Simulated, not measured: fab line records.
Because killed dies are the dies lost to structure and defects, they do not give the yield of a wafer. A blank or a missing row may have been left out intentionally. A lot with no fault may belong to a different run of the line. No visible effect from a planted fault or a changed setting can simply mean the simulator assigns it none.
A single fault, viewed from 2 desks	flow sky130	numbers are kept per desk, each desk with only its own; the story behind them comes last

## METROLOGY DESK
What the gauges read, lot by lot, whatever tool the lot ran on: means of the sampled wafers that have a number. Any lot whose mean is over 4 standard deviations away from the usual mean is out of limits and marked OUT; that distance is given in the brackets.
Columns: A = FIELD_ISO_OXIDATION_01_THK at SKY_FIELD_ISO_THK_MEAS_23, usual 9.95 nm; B = VT_ADJUST_HVTP_OVL at SKY_VT_ADJUST_HVTP_OVL_MEAS_08, usual 0.2 nm
lot	first seen here	A	B
L261	day 2 20:50	9.67	-0.9
L262	day 2 23:43	9.80	-0.9
L264	day 3 07:56	9.89	-0.2
L265	day 3 12:51	10.03	0.8
L267	day 3 22:41	10.01	-0.0
L270	day 4 17:09	10.38	0.3
L271	day 4 20:01	10.26	0.2
L276	day 5 23:56	9.82	0.9
L279	day 6 15:25	9.81	0.0
L280	day 6 21:04	9.85	1.0
L281	day 7 03:20	9.85	0.3
L282	day 7 09:53	9.73	-1.2
This desk's finding: nothing out of limits on any of the 12 lots.

## THE TOOL OWNER'S DESK: implanter-02
SKY_LDD_N_IMPLANT_09, tool's own readings: per-lot mean of the sampled wafers with a number, covering each lot this tool ran. Any lot whose mean is over 4 standard deviations away from the usual mean is out of limits and marked OUT; that distance is given in the brackets.
Columns: A = beam-on-s at SKY_LDD_N_IMPLANT_09, usual 10.00 s; B = faraday-current-uA at SKY_LDD_N_IMPLANT_09, usual 423
lot	first seen here	A	B
L264	day 19 19:47	9.86	428
L270	day 21 15:12	12.41 (+11) OUT	341 (-9.2) OUT
L271	day 22 05:48	12.28 (+11) OUT	345 (-8.8) OUT
L280	day 25 07:39	10.07	420
This desk finds L270, L271 out of limits, L270 being first, at day 21 15:12 (beam-on-s at SKY_LDD_N_IMPLANT_09). Within limits: L264, L280.

## TAKEN TOGETHER
The tool owner's desk had the chance to raise an alarm at day 21 15:12 on L270, L271.
The metrology desk saw nothing out of limits.
The metrology desk holds a record of L270, L271, inside its limits.
On implanter-02, each named lot ran SKY_LDD_N_IMPLANT_09.

## WHAT HAD BEEN PUT IN BY THE SIMULATOR
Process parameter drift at SKY_LDD_N_IMPLANT_09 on implanter-02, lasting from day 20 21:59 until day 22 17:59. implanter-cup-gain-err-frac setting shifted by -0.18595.
Lots struck among those shown: L270, L271.
Hours from the fault's start to each desk's first reading out of limits: the tool owner's desk, 17.
